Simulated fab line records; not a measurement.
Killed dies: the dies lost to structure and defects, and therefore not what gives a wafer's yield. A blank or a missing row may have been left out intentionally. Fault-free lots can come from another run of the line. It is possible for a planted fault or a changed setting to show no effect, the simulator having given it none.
A struck lot beside a sound one + flow sky130 + 36 out of 708 route steps
Sound: these wafers, L880.3, L880.5, L880.6. Wafers L877.3, L877.4, L877.6 were the ones struck. The cause is named last.
For every step that has rows: the tool of each side, followed by ch and its chambers, followed by its first start. Under that, the readings that differ: sound wafers + struck wafers + difference of the means + sigmas: that difference in standard deviations of wafers without a fault.
alike: words and numbers the same on both sides, and readings whose means are apart by under 2 such deviations; not compared: readings that were withheld, readings missing a value for some wafer, numbers with overlapping values and no deviation given by the record, and bounds like >300 which may hide the same value.
Wherever a step has rows on one side only, a row that says differs or no value, or a row with sigmas, the two part there. Non-overlapping numbers with no deviation appear without sigmas and do not part them. A reading that every wafer of one side lacks parts them only if that side has two wafers or more.

first, 10 steps without rows for these wafers: SKY_POLY_CUT_ETCH_10 (etches BARC in N2/H2, stops on SiO2, time 45.9 s, target depth 60 nm); SKY_POLY_CUT_ETCH_11 (etches Si3N4 in CF4/CH2F2/Ar, stops on poly-Si, time 42.5 s, target depth 60 nm); SKY_POLY_CUT_STRIP_12 (strips in O2/N2); SKY_SD_P_DEHYDRATE_00 (time 60 s); SKY_SD_P_HMDS_01 (prime time 60 s); SKY_SD_P_COAT_02 (resist thk 1140 nm); SKY_SD_P_SOFTBAKE_03 (time 60 s); SKY_SD_P_EXPOSE_04 (exposes mask PSDM, target cd 380 nm); SKY_SD_P_PEB_05; SKY_SD_P_DEVELOP_06 (develop time 60 s).
SKY_SD_P_IMPLANT_09:
  sound on implanter-03 ch 0, day 33 18:57; struck on implanter-04 ch 0, day 32 09:09
| reading                  | sound                | struck               | difference | sigmas      |
|--------------------------|----------------------|----------------------|------------|-------------|
| beamEnergyKeV            | 20.002 20.002 19.993 | 12.465 12.460 12.470 | -7.534     | -99 or more |
| faradayCurrentUA         | 12302 12582 12727    | 10000 9811 9728      | -2691      | -2          |
| model.implant.rpNm (nm)  | 17.31 17.31 17.31    | 12.13 12.13 12.13    | -5.18      |             |
| model.implant.drpNm (nm) | 9.746 9.746 9.746    | 6.991 6.991 6.991    | -2.755     |             |
  alike: endStationPressureTorr
SKY_SD_P_STRIP_10: strips in O2/N2.
  sound on plasmaAsher-02 ch 0,1, day 33 19:05; struck on plasmaAsher-02 ch 0,1, day 32 09:17
| reading                  | sound             | struck            | difference | sigmas |
|--------------------------|-------------------|-------------------|------------|--------|
| oesProductAu (a.u.)      | 0.622 0.618 0.619 | 0.652 0.637 0.655 | +0.028     | +7     |
| stripTimeToEndpointS (s) | 17.49 17.49 17.50 | 16.37 16.36 16.38 | -1.12      | -27    |
  alike: drypumpMotorCurrentA
  not compared: rfHoursCounterH
SKY_SD_P_TW_MEAS_11:
  sound on filmMetro-03 at day 33 19:10; struck on filmMetro-02 at day 32 09:22
| reading | sound          | struck         | difference | sigmas |
|---------|----------------|----------------|------------|--------|
| SD_P_TW | 2813 2803 2802 | 2534 2548 2541 | -265       | -12    |
then, 21 steps without rows for these wafers: SKY_RES_XHIGH_DEHYDRATE_00 (time 60 s); SKY_RES_XHIGH_HMDS_01 (prime time 60 s); SKY_RES_XHIGH_COAT_02 (resist thk 1140 nm); SKY_RES_XHIGH_SOFTBAKE_03 (time 60 s); SKY_RES_XHIGH_EXPOSE_04 (exposes mask URPM, target cd 1270 nm); SKY_RES_XHIGH_PEB_05; SKY_RES_XHIGH_DEVELOP_06 (develop time 60 s); SKY_RES_XHIGH_IMPLANT_07; SKY_RES_XHIGH_STRIP_08 (strips in O2/N2); SKY_SD_N_DEHYDRATE_00 (time 60 s); SKY_SD_N_HMDS_01 (prime time 60 s); SKY_SD_N_COAT_02 (resist thk 1140 nm); SKY_SD_N_SOFTBAKE_03 (time 60 s); SKY_SD_N_EXPOSE_04 (exposes mask NSDM, target cd 380 nm); SKY_SD_N_PEB_05; SKY_SD_N_DEVELOP_06 (develop time 60 s); SKY_SD_N_IMPLANT_09; SKY_SD_N_IMPLANT_10; SKY_SD_N_STRIP_11 (strips in O2/N2); SKY_SD_N_CLEAN_13 (cleans in SC1/SC2, time 150 s); SKY_SD_N_RTA_14 (time 2 s).
-- the record jumps here: 2 days lie between the struck wafers' starts before and after --
SKY_SD_N_RS_MEAS_17: a four-point-probe measurement.
  sound on filmMetro-04 at day 36 02:11; struck on filmMetro-02 at day 34 15:02
| reading          | sound             | struck            | difference | sigmas |
|------------------|-------------------|-------------------|------------|--------|
| SD_P_RS (ohm/sq) | 145.9 145.9 146.1 | 177.6 177.6 177.7 | +31.7      | +69    |
-- the record jumps here: 16 days lie between the struck wafers' starts before and after (it left off in module SD_N and takes up again in module PAD_OPEN, whose first step shown is number 708 of the route) --
SKY_PAD_OPEN_PROBE_99:
  sound on prober-02 at day 51 11:40; struck on prober-02 at day 50 16:09
  no value came back on the struck wafers for any of 8 readings (model.etest.resPdiff.lineOhmUm, model.etest.pfet_01v8.rOnOhmUm and others); on the sound wafers model.etest.resPdiff.lineOhmUm reads 1387 1383 1378
  alike: killed_at_M0_to_M3, killed_at_M4_up, killedAtContacts, killedAtFrontEnd, killedAtOther, killedDies, killedOpen, killedShort

== WHERE THEY PART ==
At SKY_SD_P_IMPLANT_09 first; at SKY_PAD_OPEN_PROBE_99 last (within this record only).

WHY: the cause the simulator had injected
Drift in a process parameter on implanter-04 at SKY_SD_P_IMPLANT_09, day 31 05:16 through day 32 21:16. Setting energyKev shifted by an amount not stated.
